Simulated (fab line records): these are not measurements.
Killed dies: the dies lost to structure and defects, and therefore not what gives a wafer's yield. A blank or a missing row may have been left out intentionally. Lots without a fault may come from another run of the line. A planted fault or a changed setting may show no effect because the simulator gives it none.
The tool behind it: which one? | flow gf180mcu | 14 lots with 42 wafers sampled at 4 steps, on a route of 602 steps

## WHAT EACH GAUGE READ, for each wafer
GF_VT_IMPLANT_RS_MEAS_47: uses a four-point probe to measure.
lot  | measured     | on            | NWELL_RS (ohm/sq)
L427 | day 8 06:19  | film_metro-02 | 487.0 487.7 487.3
L428 | day 8 07:44  | film_metro-04 | 486.0 487.7 488.7
L429 | day 8 15:37  | film_metro-02 | 488.4 488.4 486.9
L430 | day 8 20:02  | film_metro-04 | 489.2 487.6 489.2
L432 | day 9 13:14  | film_metro-03 | 489.6 489.2 488.6
L433 | day 9 18:47  | film_metro-03 | 487.7 486.5 487.8
L434 | day 9 21:45  | film_metro-04 | 489.5 487.7 489.8
L435 | day 10 05:14 | film_metro-03 | 487.7 487.1 487.7
L437 | day 10 17:19 | film_metro-04 | 488.2 486.8 487.1
L438 | day 10 21:20 | film_metro-02 | 489.1 489.3 490.9
L439 | day 11 04:38 | film_metro-03 | 487.2 486.6 488.3
L440 | day 11 11:23 | film_metro-03 | 489.8 489.4 489.0
L444 | day 12 15:47 | film_metro-04 | 487.7 488.7 489.3
L445 | day 12 20:08 | film_metro-03 | 487.6 487.4 487.7

GF_POLY_GATE_OVL_MEAS_11.
lot  | measured     | on         | POLY_GATE_OVL (nm)
L427 | day 9 21:50  | overlay-01 | 2 6 -3
L428 | day 10 00:49 | overlay-01 | 7 9 7
L429 | day 10 06:56 | overlay-02 | 8 1 0
L430 | day 10 12:22 | overlay-01 | 10 7 10
L432 | day 11 08:17 | overlay-02 | 12 11 2
L433 | day 11 13:53 | overlay-01 | 6 -3 4
L434 | day 11 18:20 | overlay-01 | 15 11 8
L435 | day 12 00:02 | overlay-02 | -1 6 0
L437 | day 12 12:27 | overlay-01 | 11 11 4
L438 | day 12 18:20 | overlay-01 | -1 5 6
L439 | day 13 01:48 | overlay-01 | 0 -6 5
L440 | day 13 08:43 | overlay-01 | 15 10 8
L444 | day 14 13:11 | overlay-01 | 1 3 10
L445 | day 14 19:52 | overlay-01 | -3 1 0

GF_HV_LDD_CD_MEAS_07: target cd 400 nm.
lot  | measured     | on        | cd_nm (nm)
L427 | day 10 18:22 | cd_sem-02 | 402.0 399.3 402.2
L428 | day 10 21:08 | cd_sem-02 | 399.7 400.1 401.0
L429 | day 11 02:10 | cd_sem-02 | 400.6 399.9 400.8
L430 | day 11 08:17 | cd_sem-01 | 400.0 401.1 401.7
L432 | day 12 04:26 | cd_sem-02 | 400.3 400.9 400.0
L433 | day 12 12:02 | cd_sem-02 | 401.2 402.4 401.5
L434 | day 12 16:08 | cd_sem-02 | 398.7 397.2 398.6
L435 | day 12 21:29 | cd_sem-02 | 399.7 401.0 398.9
L437 | day 13 09:33 | cd_sem-02 | 399.1 400.1 400.9
L438 | day 13 15:08 | cd_sem-02 | 401.9 402.5 401.9
L439 | day 13 23:16 | cd_sem-02 | 400.2 398.5 401.0
L440 | day 14 07:14 | cd_sem-02 | 401.5 398.8 398.8
L444 | day 15 13:47 | cd_sem-02 | 399.3 399.9 398.9
L445 | day 15 19:08 | cd_sem-02 | 399.9 397.2 400.2

## EACH LOT AND THE TOOL THAT RAN IT (in order: tool; ch and the chambers of the sampled wafers; start)
lot  | GF_POLY_GATE_SOFTBAKE_06
L427 | litho_track-04 ch 0, day 9 12:00
L428 | litho_track-03 ch 0, day 9 15:00
L429 | litho_track-01 ch 0, day 9 22:00
L430 | litho_track-04 ch 0, day 10 03:00
L432 | litho_track-04 ch 0, day 10 22:00
L433 | litho_track-03 ch 0, day 11 04:00
L434 | litho_track-01 ch 0, day 11 08:00
L435 | litho_track-03 ch 0, day 11 14:00
L437 | litho_track-03 ch 0, day 12 02:00
L438 | litho_track-01 ch 0, day 12 07:00
L439 | litho_track-04 ch 0, day 12 15:00
L440 | litho_track-03 ch 0, day 12 22:00
L444 | litho_track-04 ch 0, day 14 02:00
L445 | litho_track-04 ch 0, day 14 09:00
- GF_POLY_GATE_SOFTBAKE_06: time 60 s.

## AS READ BY THE TOOLS THEMSELVES (means over the sampled wafers that have a number; for cases with no such wafer, the mark the record gives instead)
GF_POLY_GATE_SOFTBAKE_06.
lot  | tool           | heater_power_total_W (W) | run_length_s (s)
L427 | litho_track-04 | 93.03                    | 89.19
L428 | litho_track-03 | 93.14                    | 89.18
L429 | litho_track-01 | 93.06                    | 89.07
L430 | litho_track-04 | 92.99                    | 89.28
L432 | litho_track-04 | 93.05                    | 89.07
L433 | litho_track-03 | 93.06                    | 89.21
L434 | litho_track-01 | 93.07                    | 89.03
L435 | litho_track-03 | 93.08                    | 89.22
L437 | litho_track-03 | 93.04                    | 89.10
L438 | litho_track-01 | 93.04                    | 89.07
L439 | litho_track-04 | 93.05                    | 89.11
L440 | litho_track-03 | 93.08                    | 89.14
L444 | litho_track-04 | 94.66                    | 86.31
L445 | litho_track-04 | 94.64                    | 86.26

## THE ANSWER, worked out from the rows above alone
Rule: usual is defined by the lots themselves. Put in order of their means at a reading, lots are off if they are a third of the lots or fewer, leave a main group of 4 or more, and stand apart from it by a gap of 3 or more times the standard deviation of the main group's means; of several such gaps the widest counts. A main group is skipped when, at the precision printed for the reading in the tables above, its means are all equal. A lot without any number at a reading at which 4 lots or more have one is off too. Any other lot the step has rows for is counted as sound. Order of review: gauges by route order, followed by the tools' own readings, for which a lot's mean as printed above is used. At the first step where some lot is off, the reading lying furthest off is the one used; lots without a number count as furthest.
Off at GF_POLY_GATE_SOFTBAKE_06 (heater_power_total_W): L444, L445. Mean 93.06 W and standard deviation 0.034 in the main group.
If a tool, at that step or one of the process steps before it, ran each lot that is off and ran no sound lot following the first of them, it fits. One candidate fits, namely litho_track-04 at GF_POLY_GATE_SOFTBAKE_06. A fault onset in the window from L439 (day 12 15:00, its last sound lot) to L444 (day 14 02:00, its first lot off) fits.
The tool's own readings at GF_POLY_GATE_SOFTBAKE_06 bear it out: on the lots that are off they differ by more than 5 times the standard deviation of the sound lots' means. heater_power_total_W reads 94.65 W there against 93.06 W on the sound lots; run_length_s reads 86.28 s there against 89.14 s on the sound lots.

## WHAT THE SIMULATOR PUT IN
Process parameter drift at GF_POLY_GATE_SOFTBAKE_06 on litho_track-04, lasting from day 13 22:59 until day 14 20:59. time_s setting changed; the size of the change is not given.
Shown lots that were struck: L444, L445. Same finding as the rule above.
